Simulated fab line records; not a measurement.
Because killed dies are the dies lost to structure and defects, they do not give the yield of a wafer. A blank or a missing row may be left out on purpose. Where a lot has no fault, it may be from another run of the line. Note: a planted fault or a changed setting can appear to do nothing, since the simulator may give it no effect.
Struck lot and sound lot, side by side :: flow sky130 :: 19 steps out of a route of 708
Sound: these wafers, L133.1, L133.5, L133.6. Struck: wafer L143.3. (L143.4, L143.5 of the same lot were not struck and are left out.) The cause comes at the end.
For every step that has rows: the tool of each side, followed by ch and its chambers, followed by its first start. Under that, the readings that differ: sound wafers :: struck wafers :: difference of the means :: sigmas: that difference in standard deviations of wafers without a fault.
alike: readings with means less than 2 such deviations apart, plus words and numbers identical on both sides. not compared: withheld readings, readings lacking a value on some wafer, bounds such as >300 that could conceal the same value, and numbers that have no deviation in the record and whose values overlap.
The two part at a step that has a row with sigmas, a row that says differs or no value, or rows on one side only. When numbers do not overlap yet have no deviation, they are printed without sigmas and do not part them. Lack of a reading on every wafer of one side parts them only where that side has two or more wafers.

SKY_FIELD_ISO_BOW_MEAS_00:
  sound: filmMetro-03 at day 2 06:00; struck: filmMetro-03 at day 4 08:02
  alike: INCOMING_BOW
then, 1 step without rows for these wafers: SKY_FIELD_ISO_OXIDATION_01 (stabilise 600 s, purge 300 s, target thk 12 nm).
SKY_FIELD_ISO_THK_MEAS_02:
  sound: filmMetro-03 at day 2 08:41; struck: filmMetro-04 at day 4 09:59
  alike: FIELD_ISO_OXIDATION_00_THK
then, 1 step without rows for these wafers: SKY_FIELD_ISO_CVD_03 (deposits Si3N4 from DCS/NH3, target thk 165 nm, time 2830 s).
SKY_FIELD_ISO_THK_MEAS_04:
  sound: filmMetro-03 at day 2 11:41; struck: filmMetro-01 at day 4 12:34
  alike: FIELD_ISO_CVD_03_THK
then, 2 steps without rows for these wafers: SKY_FIELD_ISO_DEHYDRATE_05 (time 60 s); SKY_FIELD_ISO_HMDS_06 (prime time 60 s).
SKY_FIELD_ISO_COAT_07: resist thk 60 nm.
  sound on lithoTrack-04 ch 0, day 2 18:34; struck on lithoTrack-01 ch 0, day 4 20:38
then, 5 steps without rows for these wafers: SKY_FIELD_ISO_COAT_08 (resist thk 450 nm); SKY_FIELD_ISO_SOFTBAKE_09 (time 90 s); SKY_FIELD_ISO_EXPOSE_10 (exposes mask FOM, target cd 150 nm); SKY_FIELD_ISO_PEB_11; SKY_FIELD_ISO_DEVELOP_12 (develop time 60 s).
SKY_FIELD_ISO_CD_MEAS_13: the cd target is 150 nm.
  sound: cdSem-02 at day 3 02:39; struck: cdSem-02 at day 5 05:56
  alike: cdNm
SKY_FIELD_ISO_ETCH_14: etches BARC in N2/H2, stops on SiO2, time 45.9 s, target depth 60 nm.
  sound on rieDiel-03 ch 1,3, day 3 02:46; struck on rieDiel-04 ch 2, day 5 06:01
reading: oesProductAu (a.u.)
sound: 0.852 0.848 0.858
struck: 0.810
difference: -0.043
sigmas: -8

reading: model.etch.depthNm (nm)
sound: 59.71 59.8 59.78
struck: 53.57
difference: -6.19
sigmas: 
  alike: drypumpMotorCurrentA, throttleValvePct
  not compared: rfHoursCounterH
SKY_FIELD_ISO_ETCH_15: etches the open film in CHF3/O2, stops on Si, target depth 180 nm, time 72 s.
  sound on rieDiel-03 ch 1,3, day 3 02:49; struck on rieDiel-04 ch 2, day 5 06:04
  alike: drypumpMotorCurrentA, oesProductAu, throttleValvePct
  not compared: rfHoursCounterH
SKY_FIELD_ISO_STRIP_16: strips in O2/N2.
  sound on plasmaAsher-02 ch 0,1, day 3 02:52; struck on plasmaAsher-01 ch 0, day 5 06:09
reading: stripTimeToEndpointS (s)
sound: 3.57 3.56 3.56
struck: 3.42
difference: -0.14
sigmas: -4
  alike: drypumpMotorCurrentA, oesProductAu
  not compared: rfHoursCounterH
SKY_FIELD_ISO_ETCH_17: etches Si in HBr/Cl2/O2, target depth 342 nm, time 97.7 s.
  sound on rieSi-01 ch 0,3, day 3 02:58; struck on rieSi-01 ch 3, day 5 06:13
  alike: drypumpMotorCurrentA, oesProductAu, throttleValvePct
  not compared: rfHoursCounterH
SKY_PAD_OPEN_PROBE_99:
  the record holds rows for the sound wafers here (prober-02, day 46 18:35) but none for the struck ones

## WHERE THEY PART
At SKY_FIELD_ISO_ETCH_14 first; at SKY_PAD_OPEN_PROBE_99 last (within this record only).

WHY: the cause the simulator had injected
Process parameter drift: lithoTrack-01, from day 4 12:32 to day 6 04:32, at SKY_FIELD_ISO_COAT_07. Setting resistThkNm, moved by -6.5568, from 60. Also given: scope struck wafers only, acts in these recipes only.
